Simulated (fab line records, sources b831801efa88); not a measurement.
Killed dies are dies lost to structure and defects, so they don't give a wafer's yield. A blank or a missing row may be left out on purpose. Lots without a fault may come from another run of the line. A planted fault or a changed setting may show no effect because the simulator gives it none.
Which tool did it? | flow sky130 | 14 lots, 42 wafers sampled, at 4 steps of a route of 708

WHAT THE GAUGES READ, wafer by wafer
SKY_GATE_OXIDE_TW_MEAS_14.
lot  | measured     | on            | GATE_OXIDE_TW
L842 | day 14 02:14 | film_metro-03 | 225.1 223.8 225.1
L843 | day 14 10:23 | film_metro-02 | 227.9 226.5 227.5
L846 | day 15 09:16 | film_metro-03 | 225.0 225.2 224.9
L847 | day 16 06:13 | film_metro-02 | 226.5 225.6 226.4
L850 | day 16 21:29 | film_metro-03 | 224.1 224.2 224.3
L851 | day 17 05:23 | film_metro-01 | 224.3 224.6 223.9
L852 | day 17 09:33 | film_metro-02 | 225.8 225.4 225.0
L853 | day 17 18:32 | film_metro-02 | 225.7 225.9 226.4
L854 | day 18 12:17 | film_metro-02 | 226.1 225.9 227.1
L856 | day 18 16:41 | film_metro-01 | 224.1 224.2 222.4
L858 | day 19 16:58 | film_metro-01 | 223.4 224.1 223.0
L863 | day 21 01:26 | film_metro-03 | 225.0 225.0 225.1
L864 | day 21 18:13 | film_metro-02 | 227.4 226.7 228.1
L865 | day 21 22:57 | film_metro-01 | 222.5 223.7 223.8

SKY_POLY_GATE_OVL_MEAS_14.
lot  | measured     | on         | POLY_GATE_OVL (nm)
L842 | day 16 12:29 | overlay-02 | -6 -7 -10
L843 | day 17 01:29 | overlay-01 | 1 -2 5
L846 | day 18 00:46 | overlay-02 | -2 -1 4
L847 | day 18 23:23 | overlay-02 | -11 -6 -7
L850 | day 19 14:34 | overlay-01 | -2 7 2
L851 | day 20 01:05 | overlay-02 | -9 -4 -7
L852 | day 20 05:18 | overlay-02 | -7 -4 -6
L853 | day 20 14:10 | overlay-01 | 9 3 -2
L854 | day 21 08:52 | overlay-02 | -1 3 3
L856 | day 21 10:54 | overlay-02 | -2 -8 -3
L858 | day 22 10:58 | overlay-01 | -1 5 -3
L863 | day 23 18:38 | overlay-02 | 0 -1 -5
L864 | day 24 14:05 | overlay-01 | 0 4 6
L865 | day 24 20:38 | overlay-02 | -12 -13 -12

SKY_LDD_P_CD_MEAS_07: target cd 380 nm.
lot  | measured     | on        | cd_nm (nm)
L842 | day 19 04:21 | cd_sem-02 | 377.7 380.4 377.5
L843 | day 19 16:25 | cd_sem-02 | 377.7 378.0 377.8
L846 | day 20 16:22 | cd_sem-01 | 380.6 382.9 380.6
L847 | day 21 16:07 | cd_sem-01 | 379.4 379.9 377.8
L850 | day 22 06:27 | cd_sem-01 | 379.5 378.2 378.9
L851 | day 22 17:24 | cd_sem-02 | 376.2 375.4 376.4
L852 | day 22 23:43 | cd_sem-01 | 375.7 376.1 378.7
L853 | day 23 07:51 | cd_sem-02 | 378.5 377.8 381.4
L854 | day 24 00:53 | cd_sem-02 | 381.2 381.2 379.7
L856 | day 24 02:07 | cd_sem-01 | 377.8 378.5 377.7
L858 | day 25 02:32 | cd_sem-02 | 376.2 375.4 381.1
L863 | day 26 10:34 | cd_sem-02 | 375.5 371.6 375.0
L864 | day 27 04:16 | cd_sem-02 | 381.3 380.6 381.9
L865 | day 27 10:25 | cd_sem-02 | 382.8 383.8 383.0

WHICH TOOL RAN EACH LOT (tool, then ch and the chambers of the sampled wafers, then the start)
lot  | SKY_LDD_N_IMPLANT_12
L842 | implanter-02 ch 0, day 17 21:11
L843 | implanter-04 ch 0, day 18 09:52
L846 | implanter-04 ch 0, day 19 09:17
L847 | implanter-02 ch 0, day 20 09:09
L850 | implanter-03 ch 0, day 20 22:50
L851 | implanter-02 ch 0, day 21 10:13
L852 | implanter-02 ch 0, day 21 16:43
L853 | implanter-02 ch 0, day 22 00:41
L854 | implanter-03 ch 0, day 22 17:56
L856 | implanter-02 ch 0, day 22 19:53
L858 | implanter-02 ch 0, day 23 19:58
L863 | implanter-04 ch 0, day 25 03:57
L864 | implanter-04 ch 0, day 25 22:49
L865 | implanter-03 ch 0, day 26 05:16
- SKY_LDD_N_IMPLANT_12

WHAT THE TOOLS THEMSELVES READ (means of the sampled wafers that have a number; where no wafer has one, the mark that the record gives instead)
SKY_LDD_N_IMPLANT_12.
lot  | tool         | rotation_deg (degrees)
L842 | implanter-02 | -0.015
L843 | implanter-04 | -0.009
L846 | implanter-04 | 0.004
L847 | implanter-02 | 0.000
L850 | implanter-03 | 0.016
L851 | implanter-02 | 0.026
L852 | implanter-02 | -0.013
L853 | implanter-02 | 0.027
L854 | implanter-03 | 0.022
L856 | implanter-02 | 82.312
L858 | implanter-02 | 82.318
L863 | implanter-04 | 0.002
L864 | implanter-04 | 0.035
L865 | implanter-03 | 0.000

THE ANSWER, worked out from the rows above alone
Rule: what is usual is taken from the lots themselves. Put in order of their means at a reading, lots are off if they are a third of the lots or fewer, leave a main group of 4 or more, and stand apart from it by a gap of 3 or more times the standard deviation of the main group's means; of several such gaps the widest counts. A main group whose means are all the same, to the digits that the tables above print for the reading, isn't used. A lot without any number at a reading at which 4 lots or more have one is off too. The other lots that the step has rows for count as sound. The gauges are gone through in route order, then the tools' own readings, and for those a lot's mean is taken as printed above. The first step at which some lot is off is used, and at that step the reading that is off furthest; a lot without a number counts as furthest.
Off: L856, L858, at SKY_LDD_N_IMPLANT_12 (rotation_deg). The main group: mean 0.008 degrees, standard deviation 0.016.
A tool fits if, at that step or a process step before it, it ran every lot that is off, and no sound lot after the first of them. One fits: implanter-02 at SKY_LDD_N_IMPLANT_12. Its last sound lot is L853 (day 22 00:41), its first lot that is off L856 (day 22 19:53): a fault that began between those two fits.
The tool's own readings at SKY_LDD_N_IMPLANT_12 bear it out: on the lots that are off they differ by more than 5 times the standard deviation of the sound lots' means. rotation_deg reads 82.315 degrees there against 0.008 degrees on the sound lots.

WHAT THE SIMULATOR HAD PUT IN
Process parameter drift: implanter-02, from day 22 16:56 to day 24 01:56, at SKY_LDD_N_IMPLANT_12. Setting rotation_deg, moved by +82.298, from 0. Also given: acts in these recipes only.
Lots struck among those shown: L856, L858. The rule above found the same.
